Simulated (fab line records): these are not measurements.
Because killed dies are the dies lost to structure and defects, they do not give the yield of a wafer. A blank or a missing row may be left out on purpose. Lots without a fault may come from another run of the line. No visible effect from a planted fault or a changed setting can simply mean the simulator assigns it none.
Which of the tools did it?    flow sky130    12 lots, 36 wafers sampled, at 5 steps of a route of 708

== WHAT THE GAUGES READ, wafer by wafer ==
SKY_RES_PROTECT_TW_MEAS_08.
lot   measured      on            POLY_GATE_TW
L952  day 15 02:07  filmMetro-04  3995 3975 3997
L953  day 15 19:55  filmMetro-02  4029 4026 4024
L956  day 17 17:28  filmMetro-04  4011 4015 3994
L960  day 18 09:34  filmMetro-04  3985 3997 3981
L962  day 18 17:34  filmMetro-02  4071 4034 4035
L961  day 18 18:05  filmMetro-04  4000 3989 4013
L964  day 19 17:43  filmMetro-02  4037 4060 4046
L965  day 20 04:44  filmMetro-03  4072 4079 4091
L966  day 20 13:19  filmMetro-03  4094 4088 4104
L969  day 21 11:43  filmMetro-04  3982 3986 3995
L973  day 23 03:26  filmMetro-03  4112 4089 4096
L974  day 23 06:01  filmMetro-02  4022 4045 4013

SKY_SD_N_RS_MEAS_17: measurement is done with a four-point probe.
lot   measured      on            SD_P_RS (ohm/sq)
L952  day 27 20:27  filmMetro-01  147.8 147.7 147.6
L953  day 28 18:08  filmMetro-02  147.1 147.0 147.3
L956  day 30 10:54  filmMetro-01  146.9 146.4 146.9
L960  day 31 02:38  filmMetro-03  147.1 147.5 147.2
L962  day 31 09:26  filmMetro-03  147.1 146.5 147.1
L961  day 31 09:38  filmMetro-02  147.4 147.7 147.9
L964  day 32 07:17  filmMetro-01  146.9 147.6 147.4
L965  day 32 13:08  filmMetro-01  147.3 147.8 147.7
L966  day 32 22:47  filmMetro-03  146.8 147.1 147.0
L969  day 33 19:47  filmMetro-02  147.4 147.8 147.5
L973  day 35 06:24  filmMetro-02  147.5 148.0 147.8
L974  day 35 10:28  filmMetro-03  146.7 146.9 147.1

SKY_LOCAL_INTERCONNECT_CD_MEAS_11 targets a cd of 170 nm.
lot   measured      on        cdNm (nm)
L952  day 30 07:51  cdSem-02  170.1 168.5 168.7
L953  day 31 04:40  cdSem-02  170.7 170.6 170.4
L956  day 32 21:38  cdSem-02  170.1 169.4 171.3
L960  day 33 11:20  cdSem-02  170.6 171.5 170.0
L962  day 33 17:43  cdSem-01  170.9 169.9 170.6
L961  day 33 19:19  cdSem-02  168.3 168.3 171.1
L964  day 34 15:13  cdSem-02  172.7 172.8 170.9
L965  day 34 21:31  cdSem-02  160.5 161.4 161.8
L966  day 35 06:28  cdSem-02  160.5 160.9 159.4
L969  day 36 04:22  cdSem-01  164.5 162.9 166.1
L973  day 37 13:29  cdSem-02  169.9 172.4 170.8
L974  day 37 17:22  cdSem-02  170.5 170.8 170.9

== WHAT TOOL EACH LOT RAN ON (gives the tool, then ch and the chambers of the sampled wafers, and finally the start) ==
lot   SKY_POLY_GATE_ETCH_15              SKY_LOCAL_INTERCONNECT_EXPOSE_08
L952  rieDiel-04 ch 1,2,3, day 16 08:48  krfScanner-02 ch 0, day 29 17:39
L953  rieDiel-03 ch 0,1, day 17 04:00    krfScanner-02 ch 0, day 30 14:46
L956  rieDiel-03 ch 0,2, day 19 01:16    krfScanner-01 ch 0, day 32 08:19
L960  rieDiel-03 ch 0,2, day 19 19:04    krfScanner-02 ch 0, day 32 21:40
L962  rieDiel-03 ch 2,3, day 20 02:00    krfScanner-01 ch 0, day 33 04:19
L961  rieDiel-01 ch 2,3, day 20 03:23    krfScanner-02 ch 0, day 33 05:53
L964  rieDiel-04 ch 1,2, day 21 02:38    krfScanner-01 ch 0, day 34 02:04
L965  rieDiel-04 ch 1,2,3, day 21 12:50  krfScanner-02 ch 0, day 34 08:06
L966  rieDiel-01 ch 0,3, day 21 21:52    krfScanner-02 ch 0, day 34 17:18
L969  rieDiel-03 ch 2,3, day 22 19:08    krfScanner-02 ch 0, day 35 14:49
L973  rieDiel-01 ch 0,2, day 24 11:12    krfScanner-01 ch 0, day 37 00:43
L974  rieDiel-04 ch 1,2,3, day 24 14:35  krfScanner-01 ch 0, day 37 04:36
- SKY_POLY_GATE_ETCH_15: etches BARC in N2/H2, stops on SiO2, time 118.5 s, target depth 110 nm.
- SKY_LOCAL_INTERCONNECT_EXPOSE_08: exposes mask LI1M, target cd 170 nm.

== WHAT THE TOOLS THEMSELVES READ (means of the sampled wafers that have a number; where no wafer has one, the mark that the record gives instead) ==
SKY_POLY_GATE_ETCH_15.
lot   tool        drypumpMotorCurrentA (A)  oesProductAu (a.u.)  throttleValvePct (%)
L952  rieDiel-04  5.6                       0.715                13.208
L953  rieDiel-03  6.3                       0.715                13.220
L956  rieDiel-03  6.2                       0.713                13.215
L960  rieDiel-03  6.2                       0.715                13.210
L962  rieDiel-03  5.9                       0.715                13.209
L961  rieDiel-01  5.5                       0.716                13.211
L964  rieDiel-04  5.8                       0.712                13.211
L965  rieDiel-04  5.6                       0.715                13.218
L966  rieDiel-01  5.4                       0.715                13.218
L969  rieDiel-03  5.6                       0.720                13.211
L973  rieDiel-01  5.4                       0.717                13.214
L974  rieDiel-04  5.6                       0.717                13.220

SKY_LOCAL_INTERCONNECT_EXPOSE_08.
lot   tool           exposureDoseMJCm2
L952  krfScanner-02  28.001
L953  krfScanner-02  27.985
L956  krfScanner-01  28.007
L960  krfScanner-02  28.003
L962  krfScanner-01  28.010
L961  krfScanner-02  27.956
L964  krfScanner-01  28.008
L965  krfScanner-02  29.437
L966  krfScanner-02  29.460
L969  krfScanner-02  28.893
L973  krfScanner-01  28.013
L974  krfScanner-01  28.014

== THE ANSWER, worked out from the rows above alone ==
Rule: what is usual is taken from the lots themselves. Put in order of their means at a reading, lots are off if they are a third of the lots or fewer, leave a main group of 4 or more, and stand apart from it by a gap of 3 or more times the standard deviation of the main group's means; of several such gaps the widest counts. A main group whose means are all the same, to the digits that the tables above print for the reading, isn't used. A lot without any number at a reading at which 4 lots or more have one is off too. The other lots that the step has rows for count as sound. The gauges are gone through in route order, then the tools' own readings, and for those a lot's mean is taken as printed above. The first step at which some lot is off is used, and at that step the reading that is off furthest; a lot without a number counts as furthest.
Off: L965, L966, L969 (SKY_LOCAL_INTERCONNECT_CD_MEAS_11, cdNm). Main group: mean 170.5 nm, sd 0.86.
If a tool, at a process step before that reading, ran all the lots that are off and no sound lot after the first of them, it fits. Not tried: the gauges at SKY_LOCAL_INTERCONNECT_CD_MEAS_11; whatever is off there is also off at SKY_LOCAL_INTERCONNECT_EXPOSE_08, on other tools, and gauge error can't account for it. One fits: SKY_LOCAL_INTERCONNECT_EXPOSE_08 on krfScanner-02. A fault onset in the window from L961 (day 33 05:53, its last sound lot) to L965 (day 34 08:06, its first lot off) fits.
The tool's own readings at SKY_LOCAL_INTERCONNECT_EXPOSE_08 bear it out: on the lots that are off they differ by more than 5 times the standard deviation of the sound lots' means. exposureDoseMJCm2 reads 29.263 there against 28.000 on the sound lots.

== WHAT THE SIMULATOR PUT IN ==
Drift in process parameters on krfScanner-02 at SKY_LOCAL_INTERCONNECT_EXPOSE_08, starting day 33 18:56. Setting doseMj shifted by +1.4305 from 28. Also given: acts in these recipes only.
Shown lots that were struck: L965, L966, L969. Same finding as the rule above.
